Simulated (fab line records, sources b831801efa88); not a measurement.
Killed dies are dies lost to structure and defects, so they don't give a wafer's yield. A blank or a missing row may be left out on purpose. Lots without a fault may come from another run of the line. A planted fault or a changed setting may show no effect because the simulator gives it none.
A struck lot beside a sound one | flow sky130 | 18 steps out of a route of 708
Sound: wafers L715.2, L715.4, L715.5. Struck: wafers L724.2, L724.3. (L724.6 of the same lot was not struck and is left out.) The cause comes at the end.
At each step with rows: each side's tool, then ch and its chambers, then its first start. Under that, the readings that differ: sound wafers | struck wafers | difference of the means | sigmas: that difference in standard deviations of wafers without a fault.
alike: readings whose means differ by less than 2 such deviations, and words and numbers that are the same on both sides. not compared: withheld readings, readings that some wafer has no value for, bounds like >300 that may hide the same value, and numbers for which the record gives no deviation and whose values overlap.
The two part at a step that has a row with sigmas, a row that says differs or no value, or rows on one side only. Numbers that don't overlap but have no deviation are shown without sigmas and don't part them. A reading that every wafer of one side lacks parts them only if that side has two wafers or more.

first, 5 steps without rows for these wafers: SKY_VIA4_COAT_06 (resist thk 1140 nm); SKY_VIA4_SOFTBAKE_07 (time 60 s); SKY_VIA4_EXPOSE_08 (exposes mask VIM4, target cd 800 nm); SKY_VIA4_PEB_09; SKY_VIA4_DEVELOP_10 (develop time 60 s).
SKY_VIA4_OVL_MEAS_11:
  sound on overlay-02, day 43 10:42; struck on overlay-02, day 45 15:36
  alike: VIA4_OVL
SKY_VIA4_ETCH_12: etches SiO2 in C4F8/O2/Ar, stops on TiN, target depth 580 nm.
  sound on rie_diel-02 ch 1,2, day 43 10:44; struck on rie_diel-04 ch 0,3, day 45 15:38
  alike: oes_product_au
SKY_VIA4_STRIP_13: strips in O2/N2.
  sound on plasma_asher-01 ch 0,1, day 43 10:48; struck on plasma_asher-04 ch 0,1, day 45 15:42
  alike: drypump_motor_current_A, oes_product_au, strip_time_to_endpoint_s
  not compared: rf_hours_counter_h
then, 3 steps without rows for these wafers: SKY_VIA4_STRIP_14 (strips in post etch residue remover, time 1200 s); SKY_VIA4_CLEAN_15 (cleans in IPA, time 180 s); SKY_VIA4_CLEAN_16 (cleans in O3/DIW).
SKY_VIA4_SPUTTER_17: material TiN, target thk 20 nm, time 80 s.
  sound on pvd_sputter-04, day 43 11:26; struck on pvd_sputter-03, day 45 16:23
  alike: throttle_valve_pct
SKY_VIA4_CVD_18: deposits W, target thk 505 nm, time 152.14 s.
  sound on cvd_w-02 ch 0,1, day 43 11:30; struck on cvd_w-01 ch 0,1, day 45 16:27
  reading                            | sound             | struck    | difference | sigmas
  model.W_of_VIA4_CVD_18.thk_nm (nm) | 500.7 497.2 499.9 | 972 974.7 | +474       |
  alike: heater_power_w
  not compared: since_wet_clean_h
SKY_VIA4_RS_MEAS_19: measures by four-point-probe.
  sound on film_metro-04, day 43 11:40; struck on film_metro-03, day 45 16:55
  reading            | sound                | struck        | difference | sigmas
  VIA4_W_RS (ohm/sq) | 0.2288 0.2296 0.2284 | 0.1171 0.1166 | -0.1121    | -49
  not compared: hold
SKY_VIA4_THK_MEAS_20: measures by xrf.
  sound on film_metro-04, day 43 11:47; struck on film_metro-03, day 46 02:17
  reading         | sound       | struck | difference                    | sigmas
  VIA4_W_THK (nm) | 526 523 524 | - -    | no value on the struck wafers |
  not compared: hold
SKY_VIA4_CMP_21: polishes, stops on SiO2, t overpolish 25 s, target thk 0 nm.
  sound on cmp-02 ch 0,1,3, day 43 11:56; struck on cmp-01 ch 1,2, day 46 05:28
  reading                | sound       | struck                                            | difference                   | sigmas
  hold                   | - - -       | await_dispo/3.1h/release await_dispo/3.1h/release | no value on the sound wafers |
  time_to_endpoint_s (s) | 132 123 135 | 249 249                                           | +119                         | +17
  alike: motor_current_A
SKY_METAL5_SPUTTER_00: material Ti, target thk 15 nm, time 10 s.
  sound on pvd_sputter-03, day 43 12:08; struck on pvd_sputter-01, day 46 05:43
  alike: throttle_valve_pct
-- the record jumps here: 2 days lie between the struck wafers' starts before and after (it left off in module METAL5 and takes up again in module PAD_OPEN, whose first step shown is number 708 of the route) --
SKY_PAD_OPEN_PROBE_99:
  the record has rows for the struck wafers here (prober-01, day 48 09:20) and none for the sound ones

WHERE THEY PART
First at SKY_VIA4_RS_MEAS_19; last, within this record, at SKY_PAD_OPEN_PROBE_99.

WHY: what the simulator had put in
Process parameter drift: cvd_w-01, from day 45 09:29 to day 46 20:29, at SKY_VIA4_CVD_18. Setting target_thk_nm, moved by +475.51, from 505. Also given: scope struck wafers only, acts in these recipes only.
